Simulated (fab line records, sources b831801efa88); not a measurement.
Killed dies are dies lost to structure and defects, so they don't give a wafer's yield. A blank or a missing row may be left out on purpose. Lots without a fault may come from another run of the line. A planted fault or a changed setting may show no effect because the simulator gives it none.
fab line records | flow sky130
record lots=5 wafers=15 last_day=50
route steps=708 shown FIELD_ISO@3
lots that met no fault: from a run of the same line without faults
start_h: hours from the record's first day to the start of the lot's first wafer shown | wait_h: hours since the lot's step before | " the same as in the row above | L1.1+2: a row that stands for several wafers | - no value, or no start given | * or withheld: withheld | < > ~ a bound
route shown NAME@n: a module of which the file shows steps, and the number in the route of the first | usual: mean/standard deviation of fault-free wafers | same: alike in all rows | chamber/n: place in a boat | sites: the reading at each site | _std_site: their standard deviation | _edge_site: outer sites' mean less inner sites' | radius_mm: how far each site lies from the wafer's centre | mask NAME#n: copy n | behind: the tool/chamber that last shaped the wafer | hold: why the lot was held/for how many hours/how that ended | device: the transistor (n, p or np) that didn't switch | end of line: the same wafers' tests at the end of the route | a step without rows: its recipe alone | killed: dies lost to structure and defects at the first sort, not the wafer's yield | map: a wafer's dies, x killed, . not, _ none there
set.NAME: the setting as run; set.NAME@STEP: as run at that earlier step | model.NAME: the simulator's own value behind a step, which no gauge read
lots at some steps of the route; a table a step, a row a wafer
services: from which hour (start_h, from the record's first day; less than 0 if before it) a tool's chamber was out of use, for how many hours, and why
## steps
# step SKY_FIELD_ISO_THK_MEAS_02
# recipe reads=SiO2_of_FIELD_ISO_OXIDATION_01
# usual FIELD_ISO_OXIDATION_00_THK=11.88/0.19
# columns lot.wafer tool chamber start_h wait_h FIELD_ISO_OXIDATION_00_THK[nm]
L078.1 film_metro-01 - 37.40 0.0 11.79
L078.4 " - " " 11.80
L078.6 " - " " 11.41
L082.1 film_metro-02 - 52.68 0.0 12.18
L082.3 " - " " 11.98
L082.5 " - " " 12.21
L083.2 film_metro-01 - 56.64 0.0 11.72
L083.3 " - " " 11.88
L083.5 " - " " 11.74
L093.2 film_metro-01 - 106.64 0.0 11.75
L093.4 " - " " 11.85
L093.5 " - " " 11.85
L095.2 film_metro-04 - 117.75 0.0 12.18
L095.5 " - " " 12.27
L095.6 " - " " 12.14
# step SKY_FIELD_ISO_CVD_03
# recipe material=Si3N4 precursor=DCS/NH3 target_thk_nm=165 temp_c=770 time_s=2830 pressure_mtorr=250
# usual spike_tc_lower_C=770.3/1.5
# columns lot.wafer tool chamber start_h wait_h spike_tc_lower_C
L078.1 lpcvd-02 1 37.59 0.2 768.8
L078.4 " 1 " " 769.9
L078.6 " 1 " " 770.1
L082.1 lpcvd-02 0 53.53 0.8 769.9
L082.3 " 0 " " 772.4
L082.5 " 0 " " 768.2
L083.2 lpcvd-02 0 56.69 0.0 771.2
L083.3 " 0 " " 771.9
L083.5 " 0 " " 769.3
L093.2 lpcvd-02 1 106.69 0.0 770.5
L093.4 " 1 " " 767.4
L093.5 " 1 " " 770.2
L095.2 lpcvd-02 0 117.80 0.0 770.9
L095.5 " 0 " " 773.0
L095.6 " 0 " " 771.4
# step SKY_FIELD_ISO_THK_MEAS_04
# recipe reads=Si3N4_of_FIELD_ISO_CVD_03
# usual FIELD_ISO_CVD_03_THK=165.4/1.6
# columns lot.wafer tool chamber start_h wait_h FIELD_ISO_CVD_03_THK[nm]
L078.1 film_metro-01 - 40.27 0.0 165.1
L078.4 " - " " 165.2
L078.6 " - " " 166.7
L082.1 film_metro-04 - 55.32 0.0 164.7
L082.3 " - " " 164.2
L082.5 " - " " 166.7
L083.2 film_metro-01 - 58.49 0.0 166.4
L083.3 " - " " 164.3
L083.5 " - " " 164.8
L093.2 film_metro-04 - 108.49 0.0 165.2
L093.4 " - " " 163.5
L093.5 " - " " 164.7
L095.2 film_metro-02 - 119.59 0.0 163.9
L095.5 " - " " 164.7
L095.6 " - " " 164.6
# step SKY_FIELD_ISO_DEHYDRATE_05
# recipe temp_c=200 time_s=60
# usual exhaust_pa=45.0/0.84 resist_line_temp_C=23.02/0.11
# columns lot.wafer tool chamber start_h wait_h exhaust_pa resist_line_temp_C
L078.1 litho_track-01 0 47.69 7.4 45.3 22.92
L078.4 " 0 " " 45.4 22.90
L078.6 " 0 " " 45.3 23.01
L082.1 litho_track-02 0 62.86 7.5 44.7 22.99
L082.3 " 0 " " 44.5 23.22
L082.5 " 0 " " 44.6 23.17
L083.2 litho_track-01 0 65.66 7.2 45.2 23.18
L083.3 " 0 " " 44.2 22.91
L083.5 " 0 " " 44.6 22.96
L093.2 litho_track-02 0 117.18 8.7 45.0 22.91
L093.4 " 0 " " 45.4 23.05
L093.5 " 0 " " 44.3 22.86
L095.2 litho_track-02 0 128.63 9.0 43.2 23.07
L095.5 " 0 " " 45.2 23.17
L095.6 " 0 " " 43.4 22.92
# step SKY_FIELD_ISO_HMDS_06
# recipe prime_time_s=60 prime_temp_c=120
# usual exhaust_pa=44.9/0.82 resist_line_temp_C=23.01/0.1
# columns lot.wafer tool chamber start_h wait_h exhaust_pa resist_line_temp_C
L078.1 litho_track-01 0 47.84 0.1 44.4 22.92
L078.4 " 0 " " 45.0 23.08
L078.6 " 0 " " 43.1 23.15
L082.1 litho_track-02 0 63.01 0.1 45.4 22.99
L082.3 " 0 " " 45.8 22.83
L082.5 " 0 " " 45.1 23.08
L083.2 litho_track-01 0 65.81 0.1 43.9 22.89
L083.3 " 0 " " 46.5 22.94
L083.5 " 0 " " 44.6 23.03
L093.2 litho_track-02 0 117.33 0.1 45.3 22.98
L093.4 " 0 " " 44.6 22.97
L093.5 " 0 " " 46.0 22.85
L095.2 litho_track-02 0 128.78 0.1 44.7 22.94
L095.5 " 0 " " 44.6 22.96
L095.6 " 0 " " 44.6 22.96
# step SKY_FIELD_ISO_COAT_07
# recipe resist=BARC temp_c=withheld time_s=withheld spin_rpm=3000 resist_thk_nm=60
# usual exhaust_pa=45.0/0.91 resist_line_temp_C=*
# columns lot.wafer tool chamber start_h wait_h exhaust_pa resist_line_temp_C
L078.1 litho_track-01 0 47.99 0.1 44.1 *
L078.4 " 0 " " 44.8 *
L078.6 " 0 " " 45.6 *
L082.1 litho_track-02 0 63.16 0.1 45.0 *
L082.3 " 0 " " 46.0 *
L082.5 " 0 " " 45.4 *
L083.2 litho_track-01 0 65.96 0.1 45.6 *
L083.3 " 0 " " 46.3 *
L083.5 " 0 " " 45.2 *
L093.2 litho_track-02 0 117.48 0.1 44.3 *
L093.4 " 0 " " 45.1 *
L093.5 " 0 " " 47.0 *
L095.2 litho_track-02 0 128.93 0.1 45.5 *
L095.5 " 0 " " 46.0 *
L095.6 " 0 " " 47.0 *
# step SKY_FIELD_ISO_COAT_08
# recipe resist=KrF-thick spin_rpm=3000 resist_thk_nm=450
# usual exhaust_pa=44.9/1.1 resist_line_temp_C=22.99/0.12
# columns lot.wafer tool chamber start_h wait_h exhaust_pa resist_line_temp_C
L078.1 litho_track-01 0 - - 46.7 22.86
L078.4 " 0 " " 45.4 22.99
L078.6 " 0 " " 45.7 22.94
L082.1 litho_track-02 0 - - 44.7 23.02
L082.3 " 0 " " 43.1 22.94
L082.5 " 0 " " 42.1 22.86
L083.2 litho_track-01 0 - - 45.9 23.15
L083.3 " 0 " " 45.6 23.06
L083.5 " 0 " " 46.3 23.08
L093.2 litho_track-02 0 - - 43.5 22.83
L093.4 " 0 " " 43.6 22.84
L093.5 " 0 " " 43.1 22.89
L095.2 litho_track-02 0 - - 46.3 23.15
L095.5 " 0 " " 45.4 23.09
L095.6 " 0 " " 45.4 23.26
# step SKY_FIELD_ISO_SOFTBAKE_09
# recipe temp_c=100 time_s=90 resist=KrF-thick
# usual exhaust_pa=45.2/0.89 resist_line_temp_C=23.00/0.1
# columns lot.wafer tool chamber start_h wait_h exhaust_pa resist_line_temp_C
L078.1 litho_track-01 0 - - 45.9 23.01
L078.4 " 0 " " 46.9 22.86
L078.6 " 0 " " 45.1 23.02
L082.1 litho_track-02 0 - - 44.7 22.89
L082.3 " 0 " " 46.0 23.04
L082.5 " 0 " " 45.4 23.14
L083.2 litho_track-01 0 - - 45.8 22.91
L083.3 " 0 " " 45.6 23.02
L083.5 " 0 " " 44.7 22.95
L093.2 litho_track-02 0 - - 45.5 22.94
L093.4 " 0 " " 45.9 22.88
L093.5 " 0 " " 46.2 22.77
L095.2 litho_track-02 0 - - 44.0 22.89
L095.5 " 0 " " 45.2 22.96
L095.6 " 0 " " 44.6 22.94
# step SKY_FIELD_ISO_EXPOSE_10
# recipe mask_id=FOM na=0.68 source_shape=annular sigma_inner=0.4 sigma_outer=0.8 target_cd_nm=150 dose_mj=28
# columns lot.wafer tool chamber start_h wait_h mask
L078.1+4+6 krf_scanner-01 0 - - FOM#0
L082.1+3+5 krf_scanner-01 0 - - FOM#0
L083.2+3+5 krf_scanner-01 0 - - FOM#0
L093.2+4+5 krf_scanner-01 0 - - FOM#0
L095.2+5+6 krf_scanner-01 0 - - FOM#0
# step SKY_FIELD_ISO_PEB_11
# recipe peb_temp_c=withheld peb_time_s=withheld resist=KrF-thick
# usual exhaust_pa=45.2/0.98 resist_line_temp_C=*
# columns lot.wafer tool chamber start_h wait_h exhaust_pa resist_line_temp_C
L078.1 litho_track-02 0 - - 44.1 *
L078.4 " 0 " " 44.1 *
L078.6 " 0 " " 44.3 *
L082.1 litho_track-01 0 - - 44.4 *
L082.3 " 0 " " 45.2 *
L082.5 " 0 " " 45.8 *
L083.2 litho_track-02 0 - - 45.0 *
L083.3 " 0 " " 45.7 *
L083.5 " 0 " " 44.6 *
L093.2 litho_track-03 0 - - 44.8 *
L093.4 " 0 " " 45.4 *
L093.5 " 0 " " 46.1 *
L095.2 litho_track-02 0 - - 45.9 *
L095.5 " 0 " " 45.8 *
L095.6 " 0 " " 45.4 *
# step SKY_FIELD_ISO_DEVELOP_12
# recipe develop_time_s=60 resist=KrF-thick dev_temp_c=21
# usual exhaust_pa=45.1/0.83 resist_line_temp_C=23.00/0.1
# columns lot.wafer tool chamber start_h wait_h exhaust_pa resist_line_temp_C
L078.1 litho_track-02 0 - - 46.3 23.01
L078.4 " 0 " " 46.0 23.04
L078.6 " 0 " " 46.0 22.89
L082.1 litho_track-01 0 - - 44.4 22.87
L082.3 " 0 " " 46.0 22.89
L082.5 " 0 " " 44.5 23.00
L083.2 litho_track-02 0 - - 46.6 23.08
L083.3 " 0 " " 44.9 23.18
L083.5 " 0 " " 46.2 22.90
L093.2 litho_track-03 0 - - 44.6 23.13
L093.4 " 0 " " 45.4 23.20
L093.5 " 0 " " 43.9 23.07
L095.2 litho_track-02 0 - - 45.5 23.04
L095.5 " 0 " " 44.1 23.11
L095.6 " 0 " " 45.7 23.15
# step SKY_FIELD_ISO_CD_MEAS_13
# recipe target_cd_nm=150
# usual cd_nm=150.1/1.4
# columns lot.wafer tool chamber start_h wait_h cd_nm
L078.1 cd_sem-01 - 56.56 - 150.4
L078.4 " - " " 150.1
L078.6 " - " " 150.0
L082.1 cd_sem-02 - 70.94 - 150.4
L082.3 " - " " 149.6
L082.5 " - " " 149.3
L083.2 cd_sem-02 - 74.68 - 149.9
L083.3 " - " " 151.4
L083.5 " - " " 151.6
L093.2 cd_sem-02 - 126.79 - 151.3
L093.4 " - " " 151.8
L093.5 " - " " 149.5
L095.2 cd_sem-01 - 138.58 - 148.3
L095.5 " - " " 148.3
L095.6 " - " " 148.0
# step SKY_FIELD_ISO_ETCH_14
# recipe chemistry=N2/H2 target=BARC ion_energy_ev=200 source_w=500 bias_w=100 pressure_mtorr=30 n2_flow_sccm=100 h2_flow_sccm=200 stop_on=SiO2 time_s=45.9 target_depth_a=600
# usual drypump_motor_current_A=5.4/0.5 oes_product_au=0.854/0.0047 throttle_valve_pct=13.225/0.0085
# columns lot.wafer tool chamber start_h wait_h drypump_motor_current_A oes_product_au rf_hours_counter_h throttle_valve_pct
L078.1 rie_diel-02 1 56.68 0.1 6.3 0.853 82 13.232
L078.4 " 2 " " 5.3 0.857 138 13.210
L078.6 " 1 " " 6.3 0.856 - 13.229
L082.1 rie_diel-02 2 71.06 0.1 5.3 0.854 139 13.216
L082.3 " 0 " " 5.1 0.861 2 13.225
L082.5 " 1 " " 6.3 0.851 - 13.231
L083.2 rie_diel-01 0 74.78 0.1 5.1 0.855 75 13.234
L083.3 " 2 " " 5.3 0.851 75 13.216
L083.5 " 2 " " 5.4 0.856 - 13.207
L093.2 rie_diel-02 3 126.89 0.1 5.2 0.854 46 13.240
L093.4 " 2 " " 5.3 0.851 140 13.227
L093.5 " 1 " " 6.3 0.852 - 13.211
L095.2 rie_diel-02 2 138.68 0.1 5.2 0.859 140 13.228
L095.5 " 1 " " 6.3 0.847 - 13.233
L095.6 " 2 " " 5.3 0.845 - 13.230
# step SKY_FIELD_ISO_ETCH_15
# recipe chemistry=CHF3/O2 target_depth_nm=180 stop_on=Si source_w=600 bias_w=200 pressure_mtorr=40 chf3_flow_sccm=50 O2_flow_sccm=5 time_s=72
# usual drypump_motor_current_A=5.4/0.5 oes_product_au=0.946/0.0067 throttle_valve_pct=8.845/0.0088
# columns lot.wafer tool chamber start_h wait_h drypump_motor_current_A oes_product_au rf_hours_counter_h throttle_valve_pct
L078.1 rie_diel-02 1 56.72 0.0 6.3 0.948 82 8.841
L078.4 " 2 " " 5.3 0.946 138 8.835
L078.6 " 1 " " 6.3 0.949 - 8.841
L082.1 rie_diel-02 2 71.10 0.0 5.2 0.947 139 8.851
L082.3 " 0 " " 5.1 0.938 2 8.856
L082.5 " 1 " " 6.3 0.951 - 8.851
L083.2 rie_diel-01 0 74.82 0.0 5.1 0.945 76 8.847
L083.3 " 2 " " 5.3 0.942 75 8.840
L083.5 " 2 " " 5.3 0.945 - 8.841
L093.2 rie_diel-02 3 126.94 0.0 5.2 0.945 46 8.843
L093.4 " 2 " " 5.3 0.941 140 8.850
L093.5 " 1 " " 6.3 0.950 - 8.850
L095.2 rie_diel-02 2 138.72 0.0 5.3 0.948 140 8.836
L095.5 " 1 " " 6.3 0.947 - 8.851
L095.6 " 2 " " 5.3 0.948 - 8.837
# step SKY_FIELD_ISO_STRIP_16
# recipe chemistry=O2/N2 power_w=1400 pressure_mtorr=1500 platen_temp_c=withheld o2_flow_sccm=3000 n2_flow_sccm=300 overash_fraction=0.5
# usual drypump_motor_current_A=6.0/0.55 o2_flow_sccm=3001/19 oes_product_au=0.378/0.0052 strip_time_to_endpoint_s=3.55/0.038
# columns lot.wafer tool chamber start_h wait_h drypump_motor_current_A o2_flow_sccm oes_product_au rf_hours_counter_h strip_time_to_endpoint_s
L078.1 plasma_asher-01 1 56.77 0.0 5.9 2991 0.371 38 3.48
L078.4 " 0 " " 6.7 2988 0.371 - 3.48
L078.6 " 1 " " 5.8 2985 0.369 - 3.49
L082.1 plasma_asher-01 1 71.16 0.0 5.8 2995 0.372 39 3.47
L082.3 " 0 " " 6.6 3006 0.380 - 3.56
L082.5 " 1 " " 5.8 3002 0.382 - 3.54
L083.2 plasma_asher-01 1 74.87 0.0 5.8 3006 0.379 39 3.57
L083.3 " 0 " " 6.6 2995 0.380 - 3.57
L083.5 " 1 " " 5.8 2993 0.388 - 3.58
L093.2 plasma_asher-01 0 126.99 0.0 6.7 3006 0.382 1 3.57
L093.4 " 0 " " 6.7 2999 0.368 - 3.49
L093.5 " 1 " " 5.8 2997 0.380 - 3.54
L095.2 plasma_asher-04 1 138.77 0.0 5.8 2994 0.377 44 3.49
L095.5 " 1 " " 5.8 2992 0.378 - 3.56
L095.6 " 0 " " 6.6 2994 0.376 - 3.50
# step SKY_FIELD_ISO_ETCH_17
# recipe target_depth_a=3420 mask_material=Si3N4 chemistry=HBr/Cl2/O2 target=Si taper_deg=5 icp_w=600 bias_w=150 pressure_mtorr=15 HBr_flow_sccm=150 Cl2_flow_sccm=40 O2_flow_sccm=6 time_s=97.7
# usual drypump_motor_current_A=5.7/0.53 oes_product_au=0.996/0.01 throttle_valve_pct=25.658/0.011
# columns lot.wafer tool chamber start_h wait_h drypump_motor_current_A oes_product_au rf_hours_counter_h throttle_valve_pct
L078.1 rie_si-02 2 56.87 0.1 5.7 1.005 12 25.659
L078.4 " 3 " " 4.9 1.003 0 25.645
L078.6 " 3 " " 5.0 1.003 - 25.642
L082.1 rie_si-02 3 71.26 0.1 4.9 1.014 0 25.646
L082.3 " 0 " " 5.3 1.000 58 25.670
L082.5 " 0 " " 5.3 1.002 - 25.658
L083.2 rie_si-01 3 74.97 0.1 6.1 1.003 47 25.647
L083.3 " 2 " " 5.1 1.006 117 25.652
L083.5 " 1 " " 6.1 1.006 - 25.643
L093.2 rie_si-02 2 127.09 0.1 5.8 0.991 12 25.650
L093.4 " 1 " " 5.8 1.013 4 25.645
L093.5 " 3 " " 4.9 1.014 - 25.659
L095.2 rie_si-02 2 138.87 0.1 5.7 0.994 12 25.664
L095.5 " 1 " " 5.8 0.999 - 25.656
L095.6 " 2 " " 5.7 0.995 - 25.644
# step SKY_FIELD_ISO_WET_ETCH_18
# recipe chemistry=H3PO4 target_depth_nm=25 temp_c=160 target=Si3N4 time_s=286
# usual bath_guard_temp_C=160.2/0.49
# columns lot.wafer tool chamber start_h wait_h bath_guard_temp_C
L078.1 wet_bench-01 1 56.95 0.0 160.0
L078.4 " 1 " " 159.4
L078.6 " 1 " " 159.7
L082.1 wet_bench-01 0 71.33 0.0 160.4
L082.3 " 0 " " 160.4
L082.5 " 0 " " 160.6
L083.2 wet_bench-04 3 75.05 0.0 159.8
L083.3 " 3 " " 160.2
L083.5 " 3 " " 159.9
L093.2 wet_bench-02 2 127.16 0.0 160.6
L093.4 " 2 " " 160.6
L093.5 " 2 " " 160.8
L095.2 wet_bench-01 2 138.95 0.0 159.3
L095.5 " 2 " " 159.1
L095.6 " 2 " " 159.3
# step SKY_FIELD_ISO_CLEAN_19
# recipe chemistry=SC1/SC2 mix=1:4:20 temp_c=70 time_s=150
# usual bath_guard_temp_C=70.1/0.48
# columns lot.wafer tool chamber start_h wait_h bath_guard_temp_C
L078.1 wet_bench-04 0 57.03 0.0 70.6
L078.4 " 0 " " 70.1
L078.6 " 0 " " 69.5
L082.1 wet_bench-04 0 71.42 0.0 70.2
L082.3 " 0 " " 70.1
L082.5 " 0 " " 69.8
L083.2 wet_bench-01 3 75.13 0.0 69.8
L083.3 " 3 " " 70.2
L083.5 " 3 " " 70.1
L093.2 wet_bench-01 2 127.25 0.0 69.4
L093.4 " 2 " " 68.9
L093.5 " 2 " " 69.2
L095.2 wet_bench-04 0 139.03 0.0 69.8
L095.5 " 0 " " 69.9
L095.6 " 0 " " 69.9
# step SKY_FIELD_ISO_CLEAN_20
# recipe chemistry=dHF time_s=20 dilution=100:1
# columns lot.wafer tool chamber start_h wait_h
L078.1+4+6 wet_bench-02 2 57.08 0.0
L082.1+3+5 wet_bench-01 0 71.47 0.0
L083.2+3+5 wet_bench-02 2 75.18 0.0
L093.2+4+5 wet_bench-02 1 127.30 0.0
L095.2+5+6 wet_bench-02 3 139.14 0.0
# step SKY_FIELD_ISO_WET_ETCH_21
# recipe chemistry=dHF dilution=100:1 target_depth_nm=20 dry=ipa_marangoni target=SiO2 temp_c=25 time_s=400
# columns lot.wafer tool chamber start_h wait_h
L078.1+4+6 wet_bench-01 0 57.10 0.0
L082.1+3+5 wet_bench-04 3 71.48 0.0
L083.2+3+5 wet_bench-04 0 75.20 0.0
L093.2+4+5 wet_bench-01 3 127.32 0.0
L095.2+5+6 wet_bench-01 0 139.16 0.0
# step SKY_FIELD_ISO_OXIDATION_22
# recipe temp_c=950 ambient=O2 stabilise_s=600 purge_s=300 target_thk_a=100 ox_time_s=623
# usual spike_tc_lower_C=951.2/1.1
# same ox_time_s=623
# columns lot.wafer tool chamber start_h wait_h spike_tc_lower_C
L078.1 furnace-01 0 57.70 0.5 951.6
L078.4 " 0 " " 951.3
L078.6 " 0 " " 951.8
L082.1 furnace-01 0 71.63 0.0 951.4
L082.3 " 0 " " 950.9
L082.5 " 0 " " 951.7
L083.2 furnace-01 0 75.68 0.4 950.9
L083.3 " 0 " " 950.1
L083.5 " 0 " " 952.2
L093.2 furnace-02 0 128.45 1.0 952.2
L093.4 " 0 " " 950.5
L093.5 " 0 " " 952.5
L095.2 furnace-02 0 139.68 0.4 951.1
L095.5 " 0 " " 949.3
L095.6 " 0 " " 951.8
# step SKY_FIELD_ISO_THK_MEAS_23
# recipe reads=SiO2_of_FIELD_ISO_OXIDATION_22
# usual FIELD_ISO_OXIDATION_01_THK=9.90/0.16
# columns lot.wafer tool chamber start_h wait_h FIELD_ISO_OXIDATION_01_THK[nm]
L078.1 film_metro-02 - 58.88 0.0 9.82
L078.4 " - " " 9.92
L078.6 " - " " 9.92
L082.1 film_metro-01 - 72.81 0.0 9.60
L082.3 " - " " 9.57
L082.5 " - " " 9.69
L083.2 film_metro-02 - 76.87 0.0 9.83
L083.3 " - " " 10.08
L083.5 " - " " 9.79
L093.2 film_metro-02 - 129.64 0.0 9.87
L093.4 " - " " 9.96
L093.5 " - " " 9.99
L095.2 film_metro-02 - 140.86 0.0 9.92
L095.5 " - " " 9.98
L095.6 " - " " 9.99
# step SKY_FIELD_ISO_CVD_24
# recipe material=SiO2 target_thk_nm=595 temp_c=650 sigma_open_frac=0.3 time_s=99.2 sih4_flow_sccm=60 pressure_mtorr=6
# columns lot.wafer tool chamber start_h wait_h
L078.1+4+6 hdpcvd-01 2,1,2 58.94 0.1
L082.1+3+5 hdpcvd-01 2,1,0 72.86 0.1
L083.2+3+5 hdpcvd-01 1,0,1 76.92 0.0
L093.2+4+5 hdpcvd-02 2,1,2 129.69 0.0
L095.2+5+6 hdpcvd-02 2,2,1 140.91 0.0
# step SKY_FIELD_ISO_THK_MEAS_25
# recipe reads=SiO2_of_FIELD_ISO_CVD_24
# usual FIELD_ISO_CVD_24_THK=595/8.5
# columns lot.wafer tool chamber start_h wait_h FIELD_ISO_CVD_24_THK[nm]
L078.1 film_metro-02 - 59.01 0.0 588
L078.4 " - " " 588
L078.6 " - " " 583
L082.1 film_metro-02 - 72.94 0.0 570
L082.3 " - " " 588
L082.5 " - " " 588
L083.2 film_metro-01 - 77.00 0.0 599
L083.3 " - " " 599
L083.5 " - " " 600
L093.2 film_metro-01 - 129.77 0.0 598
L093.4 " - " " 609
L093.5 " - " " 599
L095.2 film_metro-01 - 140.99 0.0 592
L095.5 " - " " 598
L095.6 " - " " 600
# step SKY_FIELD_ISO_ANNEAL_26
# recipe temp_c=1000 time_s=1800 ambient=N2
# usual spike_tc_lower_C=1001.3/1
# columns lot.wafer tool chamber start_h wait_h spike_tc_lower_C
L078.1 furnace-02 0 59.51 0.5 1001.9
L078.4 " 0 " " 1001.9
L078.6 " 0 " " 1000.6
L082.1 furnace-02 0 74.05 1.1 1003.7
L082.3 " 0 " " 1001.8
L082.5 " 0 " " 1002.4
L083.2 furnace-01 0 78.39 1.4 1000.1
L083.3 " 0 " " 1000.5
L083.5 " 0 " " 1001.5
L093.2 furnace-01 0 130.77 1.0 1000.6
L093.4 " 0 " " 1000.5
L093.5 " 0 " " 1002.0
L095.2 furnace-02 0 141.04 0.0 1000.4
L095.5 " 0 " " 1002.5
L095.6 " 0 " " 1000.3
# step SKY_FIELD_ISO_CMP_27
# recipe stop_on=Si3N4 t_overpolish_s=16 down_force_psi=4 platen_rpm=60 target_thk_nm=457.8 pad_velocity_m_s=0.94248
# usual motor_current_A=12.4/1.4 overpolish_run_s=16.002/0.0098 retaining_ring_pressure_frac=0.999/0.0047 time_to_endpoint_s=112/5
# columns lot.wafer tool chamber start_h wait_h motor_current_A overpolish_run_s retaining_ring_pressure_frac time_to_endpoint_s
L078.1 cmp-01 0 61.01 0.0 14.5 16.005 1.004 110
L078.4 " 1 " " 12.2 15.990 1.009 115
L078.6 " 0 " " 14.4 15.980 1.009 113
L082.1 cmp-02 0 75.55 0.0 13.4 16.005 0.998 103
L082.3 " 2 " " 11.1 15.990 1.003 107
L082.5 " 0 " " 13.7 16.009 1.001 107
L083.2 cmp-02 0 80.28 0.4 13.7 15.989 0.998 109
L083.3 " 3 " " 10.2 15.989 0.995 111
L083.5 " 0 " " 13.5 16.001 0.999 113
L093.4 cmp-02 1 132.27 0.0 12.5 15.996 0.994 121
L093.2 " 0 " " 13.5 15.971 0.999 111
L093.5 " 1 " " 11.9 16.008 0.996 120
L095.2 cmp-02 0 142.59 0.1 13.3 16.007 1.001 106
L095.6 " 3 " " 10.6 15.994 1.001 108
L095.5 " 0 " " 13.2 15.992 0.998 108
# step SKY_FIELD_ISO_WET_ETCH_28
# recipe chemistry=dHF target_depth_nm=23.7 target=SiO2 dilution=10:1 temp_c=25 time_s=47
# columns lot.wafer tool chamber start_h wait_h
L078.1+4+6 wet_bench-02 3 61.31 0.2
L082.1+3+5 wet_bench-01 3 75.85 0.2
L083.2+3+5 wet_bench-01 0 80.58 0.2
L093.2+4+5 wet_bench-02 0 132.57 0.1
L095.2+5+6 wet_bench-02 2 142.84 0.2
## services
# columns tool chamber start_h hours kind
plasma_asher-04 - 18.75 0.5 repair
cmp-02 - 31.87 0.9 repair
rie_si-02 3 32.12 - clean
rie_si-02 3 32.12 21.9 scheduled_down
furnace-02 - 35.38 2.7 pm
cmp-02 - 40.81 0.6 repair
plasma_asher-01 - 57.41 2.3 repair
cmp-01 - 64.00 4.0 pm
rie_diel-02 - 66.00 1.2 repair
hdpcvd-02 - 66.75 15.0 pm
rie_diel-01 3 67.80 9.2 repair
cmp-01 - 77.94 5.4 pm
rie_si-02 3 78.88 4.3 repair
krf_scanner-01 - 89.64 1.0 pm
furnace-01 - 95.33 2.8 pm
cmp-02 - 108.64 1.8 repair
plasma_asher-01 - 108.75 9.0 pm
rie_diel-01 3 112.35 4.7 repair
rie_diel-01 2 122.08 2.6 repair
cmp-02 - 125.12 1.4 repair
rie_diel-01 1 125.56 2.7 repair
rie_diel-01 0 127.62 6.2 repair
rie_diel-01 - 138.59 2.8 pm
furnace-01 - 140.87 3.2 repair
## key
fault none
